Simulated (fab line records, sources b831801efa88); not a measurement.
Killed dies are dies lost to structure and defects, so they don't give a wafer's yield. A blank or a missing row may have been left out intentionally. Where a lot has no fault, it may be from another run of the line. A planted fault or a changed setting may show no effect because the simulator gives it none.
fab line records    flow gf180mcu
record lots=7  wafers=21  last-day=33
route steps=602 shown LVPWELL@60 MVSD@66
lots that met no fault: from a run of the same line without faults
start-h: hours from the record's opening day to when the first of the lot's shown wafers began    wait-h: hours since the lot's step before    " identical to the entry in the row above    L1.1+2: one row covering several wafers at once    - either no value or no given start    * or withheld: withheld    < > ~ a bound
route shown NAME@n: names a module that has steps shown in the file, with the first one's number in the route    usual: mean/standard deviation of fault-free wafers    same: alike in all rows    chamber/n: place in a boat    sites: readings site by site    _std_site: standard deviation across them    _edge_site: mean of outer sites minus mean of inner sites    radius-mm: how far each site lies from the wafer's centre    mask NAME#n: copy n    behind: the tool/chamber that last shaped the wafer    hold: the reason the lot was held/the length of the hold in hours/how it ended    device: the n, p or np transistor that did not switch    end of line: the route-end tests of the same wafers    a step with no rows: only its recipe    killed: at the first sort, the dies lost to defects and structure; wafer yield is something else    map: a wafer's dies, marking killed ones x, the rest . and places with no die _
set.NAME: the run value of the setting; set.NAME@STEP: its run value at that earlier step    model.NAME: the simulator's own value behind a step, which no gauge read
certain route steps with their lots: each step a table, each wafer a row
services: from which hour (start-h, from the record's first day; less than 0 if before it) a tool's chamber was out of use, for how many hours, and why
## steps
# step GF_LVPWELL_DEVELOP_06
# recipe wall-angle-deg=90  develop-time-s=60  dev-temp-c=23
# step GF_LVPWELL_OVL_MEAS_07
# usual LVPWELL_OVL=1.0/1.4
lot.wafer  tool        chamber  start-h  wait-h  LVPWELL_OVL[nm]
L573.2     overlay-01  -        70.31    -       -1.5
L573.4     "           -        "        "       2.8
L573.6     "           -        "        "       1.2
L580.3     overlay-01  -        108.56   -       0.3
L580.5     "           -        "        "       1.1
L580.6     "           -        "        "       1.1
L587.2     overlay-02  -        147.79   -       -0.3
L587.3     "           -        "        "       1.8
L587.6     "           -        "        "       0.8
L588.2     overlay-01  -        154.95   -       -0.1
L588.3     "           -        "        "       -0.4
L588.6     "           -        "        "       -1.1
L589.1     overlay-01  -        157.87   -       1.0
L589.3     "           -        "        "       3.0
L589.5     "           -        "        "       3.8
L590.2     overlay-02  -        163.73   -       -0.4
L590.3     "           -        "        "       -1.5
L590.4     "           -        "        "       -0.8
L592.1     overlay-01  -        175.07   -       2.8
L592.3     "           -        "        "       2.8
L592.5     "           -        "        "       3.5
# step GF_LVPWELL_IMPLANT_08
# recipe species=B  energy-kev=170  dose-cm2=1.5e+13  tilt-deg=0
# step GF_LVPWELL_IMPLANT_09
# recipe species=B  energy-kev=60  dose-cm2=5e+12  tilt-deg=0
# step GF_LVPWELL_STRIP_10
# recipe chemistry=O2/N2  power-w=1400  pressure-mtorr=1500  platen-temp-c=250  o2-flow-sccm=3000  n2-flow-sccm=300  overash-fraction=0.5
# usual drypump-motor-current-A=5.9/0.5  heater-power-w=332/22  n2-flow-sccm=300.1/0.86  oes-product-au=0.722/0.005  strip-time-to-endpoint-s=36.98/0.11
lot.wafer  tool             chamber  start-h  wait-h  drypump-motor-current-A  heater-power-w  n2-flow-sccm  oes-product-au  rf-hours-counter-h  strip-time-to-endpoint-s
L573.2     plasma-asher-02  0        70.64    0.1     6.0                      351             298.2         0.722           43                  36.81
L573.4     "                0        "        "       6.0                      330             299.4         0.729           -                   36.81
L573.6     "                0        "        "       6.0                      334             299.4         0.724           -                   36.83
L580.3     plasma-asher-03  0        108.92   0.1     5.5                      300             299.9         0.719           -                   37.09
L580.5     "                1        "        "       6.6                      361             300.1         0.724           -                   37.12
L580.6     "                0        "        "       5.5                      308             301.8         0.721           -                   37.01
L587.2     plasma-asher-01  1        148.12   0.1     5.6                      334             298.9         0.722           3                   36.94
L587.3     "                0        "        "       5.6                      322             299.9         0.719           -                   37.02
L587.6     "                0        "        "       5.5                      324             299.5         0.720           -                   36.98
L588.2     plasma-asher-03  1        155.28   0.1     6.6                      347             300.3         0.722           38                  36.84
L588.3     "                0        "        "       5.5                      314             299.2         0.726           -                   36.83
L588.6     "                1        "        "       6.7                      353             300.7         0.715           -                   36.88
L589.1     plasma-asher-01  1        158.21   0.1     5.6                      342             300.7         0.725           4                   36.91
L589.3     "                1        "        "       5.6                      334             300.9         0.727           -                   36.91
L589.5     "                1        "        "       5.6                      329             301.0         0.728           -                   36.83
L590.2     plasma-asher-01  0        164.06   0.1     5.5                      324             298.7         0.724           5                   36.86
L590.3     "                0        "        "       5.5                      328             300.6         0.722           -                   36.86
L590.4     "                1        "        "       5.6                      326             300.9         0.724           -                   36.92
L592.1     plasma-asher-02  0        175.41   0.1     6.0                      337             300.4         0.721           53                  37.01
L592.3     "                0        "        "       6.0                      336             300.7         0.722           -                   37.10
L592.5     "                1        "        "       5.9                      320             298.9         0.719           -                   37.08
# step GF_LVPWELL_TW_MEAS_11
# usual LVPWELL_TW=564/4.7
lot.wafer  tool           chamber  start-h  wait-h  LVPWELL_TW
L573.2     film-metro-01  -        70.75    0.1     559
L573.4     "              -        "        "       562
L573.6     "              -        "        "       561
L580.3     film-metro-01  -        109.01   0.1     559
L580.5     "              -        "        "       564
L580.6     "              -        "        "       562
L587.2     film-metro-02  -        148.23   0.1     559
L587.3     "              -        "        "       562
L587.6     "              -        "        "       566
L588.2     film-metro-01  -        155.39   0.1     558
L588.3     "              -        "        "       559
L588.6     "              -        "        "       559
L589.1     film-metro-04  -        158.31   0.1     571
L589.3     "              -        "        "       563
L589.5     "              -        "        "       567
L590.2     film-metro-01  -        164.17   0.1     560
L590.3     "              -        "        "       560
L590.4     "              -        "        "       561
L592.1     film-metro-04  -        175.51   0.1     567
L592.3     "              -        "        "       566
L592.5     "              -        "        "       571
# step GF_MVSD_DEHYDRATE_00
# recipe temp-c=200  time-s=60
# step GF_MVSD_HMDS_01
# recipe prime-time-s=60  prime-temp-c=120
# step GF_MVSD_COAT_02
# recipe spin-rpm=2000  resist-thk-nm=3000
# step GF_MVSD_SOFTBAKE_03
# recipe temp-c=110  time-s=withheld
# step GF_MVSD_EXPOSE_04
# recipe mask-id=MVSD  target-cd-nm=1000  na=0.6  source-shape=conventional  sigma-outer=0.6  dose-mj=260
# step GF_MVSD_PEB_05
# recipe temp-c=115  time-s=withheld
# step GF_MVSD_DEVELOP_06
# recipe wall-angle-deg=90  develop-time-s=60  dev-temp-c=23
# usual chill-plate-temp-C=23.02/0.1  develop-time-s=60/0  exhaust-pa=44.9/0.99
lot.wafer  tool            chamber  start-h  wait-h  chill-plate-temp-C  develop-time-s  exhaust-pa
L573.2     litho-track-02  0        83       -       23.23               60              43.6
L573.4     "               0        "        "       23.15               60              44.2
L573.6     "               0        "        "       23.05               60              43.8
L580.3     litho-track-03  0        123      -       23.12               60              43.3
L580.5     "               0        "        "       23.04               60              43.0
L580.6     "               0        "        "       23.20               60              42.8
L587.2     litho-track-02  -        163      -       -                   -               -
L587.3     "               -        "        "       -                   -               -
L587.6     "               -        "        "       -                   -               -
L588.2     litho-track-02  -        171      -       -                   -               -
L588.3     "               -        "        "       -                   -               -
L588.6     "               -        "        "       -                   -               -
L589.1     litho-track-01  -        173      -       -                   -               -
L589.3     "               -        174      -       -                   -               -
L589.5     "               -        "        "       -                   -               -
L590.2     litho-track-01  0        180      -       22.85               60              44.0
L590.3     "               0        "        "       22.86               60              43.1
L590.4     "               0        "        "       22.94               60              43.6
L592.1     litho-track-03  0        192      -       23.08               60              45.4
L592.3     "               0        "        "       23.12               60              45.1
L592.5     "               0        "        "       23.14               60              45.3
# step GF_MVSD_OVL_MEAS_07
# usual MVSD_OVL=0.3/1.5
lot.wafer  tool        chamber  start-h  wait-h  MVSD_OVL[nm]
L573.2     overlay-01  -        83.81    -       2.3
L573.4     "           -        "        "       1.9
L573.6     "           -        "        "       3.7
L580.3     overlay-01  -        123.34   -       1.8
L580.5     "           -        "        "       2.0
L580.6     "           -        "        "       0.7
L587.2     overlay-01  -        163.85   -       -
L587.3     "           -        "        "       -
L587.6     "           -        "        "       -
L588.2     overlay-02  -        171.45   -       -
L588.3     "           -        "        "       -
L588.6     "           -        "        "       -
L589.1     overlay-01  -        174.11   -       -
L589.3     "           -        "        "       -
L589.5     "           -        "        "       -
L590.2     overlay-01  -        180.62   -       -0.3
L590.3     "           -        "        "       -0.4
L590.4     "           -        "        "       -1.1
L592.1     overlay-02  -        192.38   -       1.8
L592.3     "           -        "        "       0.7
L592.5     "           -        "        "       -0.5
## services
tool             chamber  start-h  hours  kind
plasma-asher-02  -        52.92    3.9    repair
plasma-asher-03  -        59.65    6.8    repair
plasma-asher-02  -        92.76    8.6    repair
plasma-asher-01  -        108.77   9.0    pm
plasma-asher-01  0        108.77   9.0    vent-cycle
plasma-asher-01  1        108.77   9.0    vent-cycle
plasma-asher-01  0        117.77   -      clean
plasma-asher-01  1        117.77   -      clean
plasma-asher-01  -        126.34   2.8    pm
## key
first-sign step=GF_MVSD_DEVELOP_06  reading=tool-record  direction=missing
effect none on later readings
met-at GF_MVSD_DEVELOP_06
struck-wafers L587.2,L587.3,L587.6,L588.2,L588.3,L588.6,L589.1,L589.3,L589.5
sort-left-out L587.2,L587.3,L587.6,L588.2,L588.3,L588.6,L589.1,L589.3,L589.5
tester-left-out L587,L588,L589
onset-between 83 163
fault kind=skipped-step-whole  tool=litho-track-01,litho-track-02  chamber=-  onset-h=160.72  steps=GF_MVSD_DEVELOP_06  scope=struck-lots-only
# tester-left-out: of these lots the tester's yield and bins aren't shown, on N5 and GAA mostly nor the transistor test; their killed dies are dies lost to structure and defects alone, not to doping, threshold or leakage, so they don't give the yield
# sort-left-out: the simulated sort isn't trusted on such a fault, so these wafers' sort isn't shown, and their yield isn't known
